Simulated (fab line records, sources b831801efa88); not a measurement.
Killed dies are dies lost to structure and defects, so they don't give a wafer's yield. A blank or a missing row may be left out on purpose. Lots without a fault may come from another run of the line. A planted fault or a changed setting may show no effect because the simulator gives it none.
fab line records | flow gf180mcu
record lots=24 wafers=72 last_day=34
route steps=602 shown CONTACT@289 V1@340 M4@471 V4@497 MIM@504 V5@558
lots that met no fault: from a run of the same line without faults
start_h: hours from the record's first day to the start of the lot's first wafer shown | wait_h: hours since the lot's step before | " the same as in the row above | L1.1+2: a row that stands for several wafers | - no value, or no start given | * or withheld: withheld | < > ~ a bound
route shown NAME@n: a module of which the file shows steps, and the number in the route of the first | usual: mean/standard deviation of fault-free wafers | same: alike in all rows | chamber/n: place in a boat | sites: the reading at each site | _std_site: their standard deviation | _edge_site: outer sites' mean less inner sites' | radius_mm: how far each site lies from the wafer's centre | mask NAME#n: copy n | behind: the tool/chamber that last shaped the wafer | hold: why the lot was held/for how many hours/how that ended | device: the transistor (n, p or np) that didn't switch | end of line: the same wafers' tests at the end of the route | a step without rows: its recipe alone | killed: dies lost to structure and defects at the first sort, not the wafer's yield | map: a wafer's dies, x killed, . not, _ none there
set.NAME: the setting as run; set.NAME@STEP: as run at that earlier step | model.NAME: the simulator's own value behind a step, which no gauge read
steps of the route over a sample of lots; a table a step, a row a wafer
services: from which hour (start_h, from the record's first day; less than 0 if before it) a tool's chamber was out of use, for how many hours, and why
## steps
# step GF_CONTACT_CVD_02
# recipe material=SiO2 target_thk_nm=860 precursor=TEOS temp_c=400 time_s=95.992 rf_w=600
# usual heater_power_w=610/86
# columns lot.wafer tool chamber start_h wait_h heater_power_w
L075.4 pecvd-04 0 350.45 0.1 552
L075.5 " 2 " " 695
L075.6 " 1 " " 641
L074.1 pecvd-04 1 354.46 0.1 626
L074.3 " 2 " " 675
L074.6 " 2 " " 707
L076.1 pecvd-01 1 361.27 0.1 595
L076.3 " 2 " " 540
L076.4 " 2 " " 404
L077.1 pecvd-01 1 369.92 0.1 525
L077.5 " 1 " " 566
L077.6 " 0 " " 629
L078.1 pecvd-04 2 370.57 0.1 715
L078.2 " 0 " " 587
L078.4 " 0 " " 628
L079.2 pecvd-04 0 382.54 0.0 601
L079.4 " 0 " " 628
L079.5 " 1 " " 697
L080.1 pecvd-03 2 388.65 0.1 505
L080.4 " 2 " " 550
L080.5 " 0 " " 672
L081.1 pecvd-04 1 399.08 0.1 698
L081.2 " 0 " " 558
L081.3 " 2 " " 712
L082.3 pecvd-03 1 405.70 0.0 799
L082.4 " 1 " " 825
L082.6 " 0 " " 690
L083.2 pecvd-03 2 414.32 0.0 611
L083.4 " 0 " " 695
L083.6 " 2 " " 490
L084.2 pecvd-03 0 422.94 0.0 619
L084.3 " 2 " " 515
L084.5 " 1 " " 671
L085.3 pecvd-03 0 431.49 0.0 578
L085.4 " 0 " " 620
L085.6 " 2 " " 577
L086.2 pecvd-01 1 431.63 0.0 539
L086.3 " 2 " " 470
L086.4 " 2 " " 508
L087.1 pecvd-04 1 457.06 0.1 678
L087.4 " 1 " " 692
L087.5 " 0 " " 597
L088.1 pecvd-01 1 462.72 0.1 548
L088.3 " 2 " " 515
L088.6 " 2 " " 531
L089.4 pecvd-01 2 471.46 0.1 509
L089.5 " 1 " " 603
L089.6 " 0 " " 631
L090.1 pecvd-04 1 479.44 0.1 675
L090.3 " 0 " " 525
L090.5 " 0 " " 570
L091.3 pecvd-04 1 504.21 0.0 647
L091.5 " 0 " " 486
L091.6 " 1 " " 681
L092.1 pecvd-01 2 515.04 0.1 527
L092.2 " 0 " " 626
L092.6 " 0 " " 666
L093.1 pecvd-03 0 515.37 0.1 705
L093.2 " 2 " " 512
L093.4 " 0 " " 533
L095.2 pecvd-04 1 527.90 0.0 657
L095.4 " 1 " " 675
L095.5 " 0 " " 499
L094.2 pecvd-01 0 534.56 0.0 667
L094.5 " 0 " " 682
L094.6 " 1 " " 610
L096.1 pecvd-01 0 541.76 0.1 639
L096.2 " 2 " " 512
L096.6 " 0 " " 686
L097.1 pecvd-01 0 547.72 0.1 593
L097.2 " 1 " " 617
L097.4 " 0 " " 627
# step GF_V1_BOW_MEAS_05
# recipe mode=bow
# usual V1_BOW=84/7.8
# columns lot.wafer tool chamber start_h wait_h V1_BOW[um]
L075.4 film_metro-04 - 397.36 0.3 87
L075.5 " - " " 93
L075.6 " - " " 87
L074.1 film_metro-04 - 401.50 0.1 74
L074.3 " - " " 76
L074.6 " - " " 74
L076.1 film_metro-02 - 409.56 0.1 87
L076.3 " - " " 66
L076.4 " - " " 88
L077.1 film_metro-04 - 418.07 0.1 89
L077.5 " - " " 88
L077.6 " - " " 94
L078.1 film_metro-04 - 420.12 0.2 85
L078.2 " - " " 83
L078.4 " - " " 86
L079.2 film_metro-04 - 431.62 0.2 91
L079.4 " - " " 65
L079.5 " - " " 66
L080.1 film_metro-03 - 437.41 0.2 81
L080.4 " - " " 85
L080.5 " - " " 79
L081.1 film_metro-04 - 448.71 0.2 87
L081.2 " - " " 90
L081.3 " - " " 98
L082.3 film_metro-02 - 456.41 0.2 87
L082.4 " - " " 76
L082.6 " - " " 86
L083.2 film_metro-03 - 464.52 0.2 81
L083.4 " - " " 81
L083.6 " - " " 72
L084.2 film_metro-02 - 473.41 0.3 89
L084.3 " - " " 77
L084.5 " - " " 85
L085.3 film_metro-03 - 483.01 0.2 76
L085.4 " - " " 65
L085.6 " - " " 64
L086.2 film_metro-03 - 483.59 0.1 84
L086.3 " - " " 91
L086.4 " - " " 81
L087.1 film_metro-04 - 508.16 0.1 97
L087.4 " - " " 92
L087.5 " - " " 94
L088.1 film_metro-02 - 514.71 0.1 79
L088.3 " - " " 80
L088.6 " - " " 94
L089.4 film_metro-03 - 521.41 0.2 80
L089.5 " - " " 74
L089.6 " - " " 87
L090.1 film_metro-04 - 529.36 0.2 82
L090.3 " - " " 78
L090.5 " - " " 83
L091.3 film_metro-04 - 553.79 0.3 102
L091.5 " - " " 83
L091.6 " - " " 87
L092.1 film_metro-04 - 563.76 0.1 92
L092.2 " - " " 89
L092.6 " - " " 84
L093.1 film_metro-03 - 563.82 0.1 81
L093.2 " - " " 90
L093.4 " - " " 95
L095.2 film_metro-04 - 575.16 0.2 79
L095.4 " - " " 85
L095.5 " - " " 81
L094.2 film_metro-03 - 582.36 0.2 82
L094.5 " - " " 89
L094.6 " - " " 80
L096.1 film_metro-04 - 587.95 0.2 90
L096.2 " - " " 88
L096.6 " - " " 102
L097.1 film_metro-03 - 594.73 0.2 81
L097.2 " - " " 92
L097.4 " - " " 90
# step GF_M4_OVL_MEAS_15
# usual M4_OVL=0/5.8
# columns lot.wafer tool chamber start_h wait_h M4_OVL[nm]
L075.4 overlay-02 - 543.12 0.1 -2
L075.5 " - " " -5
L075.6 " - " " -2
L074.1 overlay-02 - 548.50 0.1 -8
L074.3 " - " " 1
L074.6 " - " " 4
L076.1 overlay-02 - 557.31 0.1 -7
L076.3 " - " " 6
L076.4 " - " " -1
L077.1 overlay-01 - 565.17 0.1 5
L077.5 " - " " -1
L077.6 " - " " -2
L078.1 overlay-01 - 566.12 0.1 2
L078.2 " - " " 8
L078.4 " - " " -6
L079.2 overlay-02 - 577.52 0.1 -8
L079.4 " - " " -5
L079.5 " - " " -3
L080.1 overlay-02 - 584.05 0.1 -1
L080.4 " - " " 5
L080.5 " - " " 0
L081.1 overlay-01 - 594.41 0.1 -6
L081.2 " - " " 3
L081.3 " - " " 0
L082.3 overlay-02 - 601.48 0.1 -4
L082.4 " - " " 0
L082.6 " - " " -6
L083.2 overlay-01 - 608.67 0.1 -1
L083.4 " - " " -4
L083.6 " - " " 6
L084.2 overlay-01 - 615.63 0.1 11
L084.3 " - " " 5
L084.5 " - " " 6
L085.3 overlay-01 - 625.13 0.1 -5
L085.4 " - " " -5
L085.6 " - " " -2
L086.2 overlay-01 - 625.54 0.1 -12
L086.3 " - " " -12
L086.4 " - " " -8
L087.1 overlay-02 - 648.61 0.1 1
L087.4 " - " " 5
L087.5 " - " " -5
L088.1 overlay-02 - 651.20 0.1 -13
L088.3 " - " " -10
L088.6 " - " " -9
L089.4 overlay-01 - 657.27 0.1 1
L089.5 " - " " 8
L089.6 " - " " 7
L090.1 overlay-01 - 662.10 0.1 0
L090.3 " - " " 7
L090.5 " - " " 0
L091.3 overlay-01 - 684.21 0.1 -1
L091.5 " - " " -1
L091.6 " - " " 2
L092.1 overlay-01 - 694.65 0.1 1
L092.2 " - " " 4
L092.6 " - " " 13
L093.1 overlay-02 - 694.77 0.1 1
L093.2 " - " " 3
L093.4 " - " " 10
L095.2 overlay-02 - 703.85 0.1 9
L095.4 " - " " 5
L095.5 " - " " 3
L094.2 overlay-01 - 709.15 0.1 8
L094.5 " - " " 5
L094.6 " - " " 4
L096.1 overlay-01 - 714.71 0.1 5
L096.2 " - " " 6
L096.6 " - " " 10
L097.1 overlay-02 - 720.30 0.1 4
L097.2 " - " " 1
L097.4 " - " " 6
# step GF_V4_SPUTTER_21
# recipe material=Ti target_thk_nm=15 chamber_pressure_pa=5 power_w=2500 substrate_temp_c=200 time_s=80.02
# usual throttle_valve_pct=30.2/1.3
# columns lot.wafer tool chamber start_h wait_h throttle_valve_pct
L075.4 pvd_sputter-02 - 567.35 0.0 29.9
L075.5 " - " " 29.4
L075.6 " - " " 30.0
L074.1 pvd_sputter-02 - 572.99 0.0 30.2
L074.3 " - " " 28.8
L074.6 " - " " 30.0
L076.1 pvd_sputter-02 - 581.43 0.0 29.8
L076.3 " - " " 29.7
L076.4 " - " " 29.8
L077.1 pvd_sputter-02 - 588.67 0.0 30.0
L077.5 " - " " 29.9
L077.6 " - " " 30.0
L078.1 pvd_sputter-04 - 589.94 0.0 28.8
L078.2 " - " " 28.1
L078.4 " - " " 29.3
L079.2 pvd_sputter-01 - 600.50 0.0 32.4
L079.4 " - " " 29.9
L079.5 " - " " 30.8
L080.1 pvd_sputter-04 - 607.86 0.0 28.2
L080.4 " - " " 29.1
L080.5 " - " " 29.1
L081.1 pvd_sputter-01 - 617.31 0.0 30.0
L081.2 " - " " 32.3
L081.3 " - " " 32.7
L082.3 pvd_sputter-02 - 624.86 0.0 30.4
L082.4 " - " " 29.9
L082.6 " - " " 30.3
L083.2 pvd_sputter-01 - 631.87 0.0 32.9
L083.4 " - " " 32.5
L083.6 " - " " 32.9
L084.2 pvd_sputter-04 - 638.30 0.0 28.9
L084.3 " - " " 30.7
L084.5 " - " " 30.8
L085.3 pvd_sputter-01 - 647.31 0.0 32.5
L085.4 " - " " 30.9
L085.6 " - " " 32.5
L086.2 pvd_sputter-04 - 648.01 0.0 29.6
L086.3 " - " " 29.0
L086.4 " - " " 28.2
L087.1 pvd_sputter-02 - 670.16 0.0 29.4
L087.4 " - " " 30.1
L087.5 " - " " 29.7
L088.1 pvd_sputter-01 - 672.80 0.0 30.1
L088.3 " - " " 32.9
L088.6 " - " " 31.1
L089.4 pvd_sputter-01 - 678.73 0.0 33.2
L089.5 " - " " 33.2
L089.6 " - " " 32.4
L090.1 pvd_sputter-01 - 684.08 0.0 33.1
L090.3 " - " " 30.9
L090.5 " - " " 30.8
L091.3 pvd_sputter-02 - 705.37 0.0 30.2
L091.5 " - " " 28.9
L091.6 " - " " 30.1
L093.1 pvd_sputter-01 - 714.95 0.0 33.0
L093.2 " - " " 30.9
L093.4 " - " " 30.0
L092.1 pvd_sputter-02 - 715.72 0.0 28.6
L092.2 " - " " 29.6
L092.6 " - " " 28.9
L095.2 pvd_sputter-04 - 723.85 0.0 29.6
L095.4 " - " " 30.8
L095.5 " - " " 29.6
L094.2 pvd_sputter-02 - 730.10 0.0 28.7
L094.5 " - " " 28.8
L094.6 " - " " 30.0
L096.1 pvd_sputter-04 - 734.32 0.0 28.8
L096.2 " - " " 29.7
L096.6 " - " " 28.3
L097.1 pvd_sputter-02 - 739.85 0.0 29.6
L097.2 " - " " 29.9
L097.4 " - " " 28.8
# step GF_MIM_SPUTTER_01
# recipe material=TiN target_thk_nm=30 power_w=6500 time_s=25 chamber_pressure_pa=0.4
# usual throttle_valve_pct=30.0/1.6
# columns lot.wafer tool chamber start_h wait_h throttle_valve_pct
L075.4 pvd_sputter-03 - 568.14 0.1 27.3
L075.5 " - " " 30.4
L075.6 " - " " 30.9
L074.1 pvd_sputter-01 - 573.89 0.1 33.1
L074.3 " - " " 32.2
L074.6 " - " " 32.9
L076.1 pvd_sputter-03 - 582.22 0.1 31.1
L076.3 " - " " 27.1
L076.4 " - " " 27.4
L077.1 pvd_sputter-03 - 589.46 0.1 29.6
L077.5 " - " " 27.2
L077.6 " - " " 31.1
L078.1 pvd_sputter-03 - 590.73 0.1 27.4
L078.2 " - " " 29.7
L078.4 " - " " 27.5
L079.2 pvd_sputter-02 - 601.29 0.1 30.2
L079.4 " - " " 29.0
L079.5 " - " " 28.8
L080.1 pvd_sputter-02 - 608.65 0.1 30.0
L080.4 " - " " 29.8
L080.5 " - " " 29.7
L081.1 pvd_sputter-03 - 618.10 0.1 29.8
L081.2 " - " " 30.2
L081.3 " - " " 27.2
L082.3 pvd_sputter-03 - 625.65 0.1 31.1
L082.4 " - " " 30.0
L082.6 " - " " 27.1
L083.2 pvd_sputter-01 - 632.89 0.1 32.3
L083.4 " - " " 31.0
L083.6 " - " " 32.4
L084.2 pvd_sputter-02 - 639.09 0.1 30.0
L084.3 " - " " 29.7
L084.5 " - " " 29.0
L085.3 pvd_sputter-03 - 648.10 0.1 29.5
L085.4 " - " " 30.0
L085.6 " - " " 29.5
L086.2 pvd_sputter-01 - 648.80 0.1 32.6
L086.3 " - " " 29.8
L086.4 " - " " 32.5
L087.1 pvd_sputter-01 - 670.95 0.1 30.0
L087.4 " - " " 32.4
L087.5 " - " " 32.8
L088.1 pvd_sputter-01 - 673.59 0.1 32.3
L088.3 " - " " 32.9
L088.6 " - " " 30.9
L089.4 pvd_sputter-03 - 679.52 0.1 27.3
L089.5 " - " " 29.9
L089.6 " - " " 27.3
L090.1 pvd_sputter-03 - 684.87 0.1 31.0
L090.3 " - " " 29.3
L090.5 " - " " 29.8
L091.3 pvd_sputter-03 - 706.41 0.1 29.6
L091.5 " - " " 27.1
L091.6 " - " " 29.8
L093.1 pvd_sputter-03 - 715.75 0.1 29.7
L093.2 " - " " 29.9
L093.4 " - " " 30.7
L092.1 pvd_sputter-02 - 716.51 0.1 29.4
L092.2 " - " " 29.8
L092.6 " - " " 30.1
L095.2 pvd_sputter-01 - 724.64 0.1 33.3
L095.4 " - " " 32.2
L095.5 " - " " 32.3
L094.2 pvd_sputter-03 - 730.94 0.1 30.1
L094.5 " - " " 31.1
L094.6 " - " " 30.0
L096.1 pvd_sputter-02 - 735.11 0.1 29.7
L096.2 " - " " 29.0
L096.6 " - " " 30.0
L097.1 pvd_sputter-03 - 740.64 0.1 30.1
L097.2 " - " " 31.1
L097.4 " - " " 29.9
# step GF_V5_STRIP_18
# recipe chemistry=O2/N2 power_w=1400 pressure_mtorr=1500 platen_temp_c=250 o2_flow_sccm=3000 n2_flow_sccm=300 overash_fraction=0.5
# usual drypump_motor_current_A=5.8/0.4 heater_power_w=327/34 oes_product_au=0.569/0.0052
# columns lot.wafer tool chamber start_h wait_h drypump_motor_current_A heater_power_w oes_product_au rf_hours_counter_h
L075.4 plasma_asher-02 1 633.34 - 5.8 326 0.561 -
L075.5 " 0 " " 5.2 318 0.564 -
L075.6 " 1 " " 5.8 322 0.568 -
L074.1 plasma_asher-04 0 639.49 - 5.6 309 0.571 53
L074.3 " 1 " " 5.7 407 0.575 -
L074.6 " 0 " " 5.6 306 0.571 -
L076.1 plasma_asher-04 1 647.85 - 5.7 402 0.567 54
L076.3 " 1 " " 5.8 389 0.584 -
L076.4 " 0 " " 5.7 310 0.570 -
L077.1 plasma_asher-04 1 653.85 - 5.7 390 0.564 55
L077.5 " 1 " " 5.7 396 0.570 -
L077.6 " 0 " " 5.6 306 0.582 -
L078.1 plasma_asher-03 1 655.51 - 6.5 307 0.570 85
L078.2 " 0 " " 5.9 308 0.560 85
L078.4 " 1 " " 6.5 298 0.567 -
L079.2 plasma_asher-03 1 665.54 - 6.6 302 0.567 86
L079.4 " 1 " " 6.6 308 0.567 -
L079.5 " 0 " " 5.9 316 0.568 -
L080.1 plasma_asher-04 1 671.91 - 5.7 408 0.564 57
L080.4 " 0 " " 5.6 306 0.568 -
L080.5 " 0 " " 5.6 315 0.566 -
L081.1 plasma_asher-03 0 679.44 - 5.9 311 0.568 87
L081.2 " 1 " " 6.6 301 0.567 87
L081.3 " 0 " " 5.9 322 0.573 -
L082.3 plasma_asher-02 1 686.49 - 5.8 324 0.569 -
L082.4 " 0 " " 5.3 315 0.564 -
L082.6 " 1 " " 5.8 323 0.579 -
L083.2 plasma_asher-02 1 695.00 - 5.8 320 0.563 109
L083.4 " 1 " " 5.8 331 0.568 -
L083.6 " 0 " " 5.2 308 0.572 -
L084.2 plasma_asher-02 1 698.64 - 5.7 320 0.574 109
L084.3 " 1 " " 5.8 332 0.570 -
L084.5 " 1 " " 5.8 325 0.568 -
L085.3 plasma_asher-02 0 706.69 - 5.2 314 0.567 -
L085.4 " 1 " " 5.8 326 0.568 -
L085.6 " 1 " " 5.8 343 0.562 -
L086.2 plasma_asher-02 0 708.26 - 5.3 323 0.560 110
L086.3 " 0 " " 5.2 314 0.564 -
L086.4 " 1 " " 5.8 325 0.560 -
L087.1 plasma_asher-04 1 728.33 - 5.7 413 0.573 63
L087.4 " 0 " " 5.7 309 0.575 -
L087.5 " 1 " " 5.7 404 0.563 -
L088.1 plasma_asher-03 1 731.91 - 6.6 303 0.565 93
L088.3 " 0 " " 5.9 318 0.565 -
L088.6 " 0 " " 5.9 309 0.562 -
L089.4 plasma_asher-03 1 735.59 - 6.5 307 0.568 -
L089.5 " 1 " " 6.6 294 0.574 -
L089.6 " 0 " " 5.9 310 0.567 -
L090.1 plasma_asher-04 1 740.90 - 5.8 413 0.576 64
L090.3 " 0 " " 5.7 306 0.572 -
L090.5 " 1 " " 5.7 409 0.572 -
L091.3 plasma_asher-04 0 759.13 - 5.6 312 0.570 -
L091.5 " 0 " " 5.6 308 0.569 -
L091.6 " 1 " " 5.7 399 0.564 -
L093.1 plasma_asher-03 0 769.18 - 5.9 315 0.576 98
L093.2 " 1 " " 6.6 307 0.575 98
L093.4 " 1 " " 6.6 297 0.575 -
L092.1 plasma_asher-02 1 770.21 - 5.8 340 0.563 3
L092.2 " 0 " " 5.3 314 0.568 3
L092.6 " 0 " " 5.3 317 0.581 -
L095.2 plasma_asher-03 0 776.98 - 5.9 322 0.582 99
L095.4 " 1 " " 6.5 305 0.567 -
L095.5 " 1 " " 6.5 298 0.572 -
L094.2 plasma_asher-03 1 781.56 - 6.6 305 0.570 99
L094.5 " 0 " " 5.9 314 0.571 -
L094.6 " 1 " " 6.6 301 0.564 -
L096.1 plasma_asher-03 0 785.88 - 5.9 315 0.574 99
L096.2 " 1 " " 6.5 304 0.561 99
L096.6 " 1 " " 6.6 299 0.573 -
L097.1 plasma_asher-04 0 790.65 - 5.6 309 0.573 69
L097.2 " 1 " " 5.7 401 0.568 69
L097.4 " 1 " " 5.7 404 0.580 -
## services
# columns tool chamber start_h hours kind
plasma_asher-03 - 351.66 5.4 repair
pvd_sputter-01 - 374.14 10.6 repair
pecvd-04 - 380.25 1.4 repair
pvd_sputter-03 - 395.45 2.9 repair
pecvd-04 - 409.83 1.4 repair
pecvd-04 1 412.36 6.3 repair
pvd_sputter-01 - 415.10 10.3 repair
pvd_sputter-01 - 422.98 2.2 repair
pecvd-01 0 474.56 4.2 repair
pecvd-01 0 485.99 20.8 repair
pecvd-04 - 496.98 0.6 repair
plasma_asher-03 - 515.06 2.8 pm
pvd_sputter-02 - 517.10 1.7 repair
pvd_sputter-01 - 519.04 3.0 repair
pvd_sputter-01 - 525.80 3.5 repair
pvd_sputter-01 - 525.99 3.7 repair
pecvd-04 - 544.89 0.3 repair
pecvd-04 - 591.12 14.0 pm
pvd_sputter-02 - 607.05 1.4 repair
pvd_sputter-01 - 653.32 5.3 repair
pvd_sputter-02 - 682.34 5.0 repair
pvd_sputter-02 - 693.85 5.5 repair
pvd_sputter-01 - 698.74 11.2 repair
pvd_sputter-02 - 779.78 2.2 repair
## key
fault none
